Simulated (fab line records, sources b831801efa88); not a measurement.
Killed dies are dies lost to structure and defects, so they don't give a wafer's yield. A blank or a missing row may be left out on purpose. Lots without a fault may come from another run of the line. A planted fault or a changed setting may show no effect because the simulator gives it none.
Which tool did it? | flow sky130 | 13 lots, 39 wafers sampled, at 4 steps of a route of 708

WHAT THE GAUGES READ, wafer by wafer
SKY_CAPM_THK_MEAS_04: measures by xrf.
lot  | measured     | on            | CAPM_TIN_THK (nm)
L814 | day 36 15:53 | film_metro-04 | 202.0 205.3 201.1
L818 | day 37 22:16 | film_metro-04 | 207.4 207.4 208.4
L819 | day 37 23:56 | film_metro-04 | 210.6 208.3 209.6
L820 | day 38 09:59 | film_metro-02 | 209.7 209.7 210.4
L825 | day 40 04:19 | film_metro-04 | 203.9 206.4 205.3
L827 | day 40 14:49 | film_metro-04 | 207.5 205.8 205.6
L828 | day 40 20:22 | film_metro-02 | 208.1 208.4 210.0
L829 | day 41 11:38 | film_metro-02 | 206.6 204.5 207.0
L831 | day 41 18:04 | film_metro-02 | 207.6 208.8 209.5
L832 | day 41 23:38 | film_metro-04 | 207.5 207.1 206.6
L834 | day 42 13:16 | film_metro-02 | 203.0 202.9 202.6
L836 | day 42 22:50 | film_metro-02 | 207.8 206.0 207.6
L835 | day 43 04:32 | film_metro-02 | 210.0 211.8 209.8

SKY_VIA3_CD_MEAS_12: target cd 200 nm.
lot  | measured     | on        | cd_nm (nm)
L814 | day 39 22:14 | cd_sem-02 | 198.7 201.6 199.7
L818 | day 41 02:12 | cd_sem-02 | 200.4 200.2 200.3
L819 | day 41 03:33 | cd_sem-01 | 196.9 197.2 197.2
L820 | day 41 13:08 | cd_sem-02 | 201.2 201.1 200.8
L825 | day 43 05:59 | cd_sem-01 | 200.6 198.6 198.6
L827 | day 43 15:48 | cd_sem-01 | 199.1 199.6 198.7
L828 | day 43 20:36 | cd_sem-01 | 198.2 197.7 198.3
L829 | day 44 10:43 | cd_sem-02 | 198.6 198.9 199.1
L831 | day 44 16:50 | cd_sem-02 | 200.4 201.9 200.0
L832 | day 44 21:45 | cd_sem-02 | 199.6 199.5 198.2
L834 | day 45 10:38 | cd_sem-01 | 199.1 199.8 199.4
L836 | day 45 18:56 | cd_sem-02 | 200.1 200.4 200.8
L835 | day 46 00:50 | cd_sem-01 | 201.5 199.3 200.3

SKY_VIA4_THK_MEAS_01.
lot  | measured     | on            | VIA4_HDPCVD_THK (nm)
L814 | day 42 02:22 | film_metro-04 | 1810 1840 1826
L818 | day 43 04:03 | film_metro-04 | 2506 2528 2526 2505 2531 2528
L819 | day 43 06:02 | film_metro-04 | 1826 1850 1831
L820 | day 43 14:28 | film_metro-03 | 2510 2538 2524 2510 2538 2523
L825 | day 45 06:07 | film_metro-04 | 1833 1832 1822
L827 | day 45 14:17 | film_metro-01 | 1825 1811 1814
L828 | day 45 20:36 | film_metro-03 | 1808 1835 1823
L829 | day 46 08:17 | film_metro-04 | 1805 1806 1817
L831 | day 46 14:15 | film_metro-01 | 1804 1822 1823
L832 | day 46 19:49 | film_metro-03 | 1841 1820 1843
L834 | day 47 07:35 | film_metro-01 | 1807 1833 1845
L836 | day 47 15:04 | film_metro-04 | 1807 1820 1825
L835 | day 47 20:00 | film_metro-01 | 1848 1834 1851

WHICH TOOL RAN EACH LOT (tool, then ch and the chambers of the sampled wafers, then the start)
lot  | SKY_VIA4_HDPCVD_00
L814 | hdpcvd-01 ch 0,1,2, day 42 02:11
L818 | hdpcvd-01 ch 0,1,2, day 43 03:56
L819 | hdpcvd-02 ch 1,2, day 43 05:52
L820 | hdpcvd-01 ch 0,2, day 43 14:16
L825 | hdpcvd-02 ch 0,1,2, day 45 05:55
L827 | hdpcvd-02 ch 0,1,2, day 45 14:07
L828 | hdpcvd-02 ch 0,1, day 45 20:25
L829 | hdpcvd-02 ch 0,1,2, day 46 08:05
L831 | hdpcvd-01 ch 0,1, day 46 14:04
L832 | hdpcvd-01 ch 0,1,2, day 46 19:38
L834 | hdpcvd-01 ch 1,2, day 47 07:24
L836 | hdpcvd-01 ch 1,2, day 47 14:52
L835 | hdpcvd-01 ch 0,2, day 47 19:49
- SKY_VIA4_HDPCVD_00: deposits SiO2, target thk 1750 nm, time 304.5 s.

WHAT THE TOOLS THEMSELVES READ (means of the sampled wafers that have a number; where no wafer has one, the mark that the record gives instead)
The record holds no such reading with a usual standard deviation.

THE ANSWER, worked out from the rows above alone
Rule: what is usual is taken from the lots themselves. Put in order of their means at a reading, lots are off if they are a third of the lots or fewer, leave a main group of 4 or more, and stand apart from it by a gap of 3 or more times the standard deviation of the main group's means; of several such gaps the widest counts. A main group whose means are all the same, to the digits that the tables above print for the reading, isn't used. A lot without any number at a reading at which 4 lots or more have one is off too. The other lots that the step has rows for count as sound. The gauges are gone through in route order, then the tools' own readings, and for those a lot's mean is taken as printed above. The first step at which some lot is off is used, and at that step the reading that is off furthest; a lot without a number counts as furthest.
Off: L818, L820, at SKY_VIA4_THK_MEAS_01 (VIA4_HDPCVD_THK). The main group: mean 1825 nm, standard deviation 9.8.
A tool fits if, at a process step before that reading, it ran every lot that is off, and no sound lot after the first of them. The gauges at SKY_VIA4_THK_MEAS_01 are tried like those tools. None of those tried fits.

WHAT THE SIMULATOR HAD PUT IN
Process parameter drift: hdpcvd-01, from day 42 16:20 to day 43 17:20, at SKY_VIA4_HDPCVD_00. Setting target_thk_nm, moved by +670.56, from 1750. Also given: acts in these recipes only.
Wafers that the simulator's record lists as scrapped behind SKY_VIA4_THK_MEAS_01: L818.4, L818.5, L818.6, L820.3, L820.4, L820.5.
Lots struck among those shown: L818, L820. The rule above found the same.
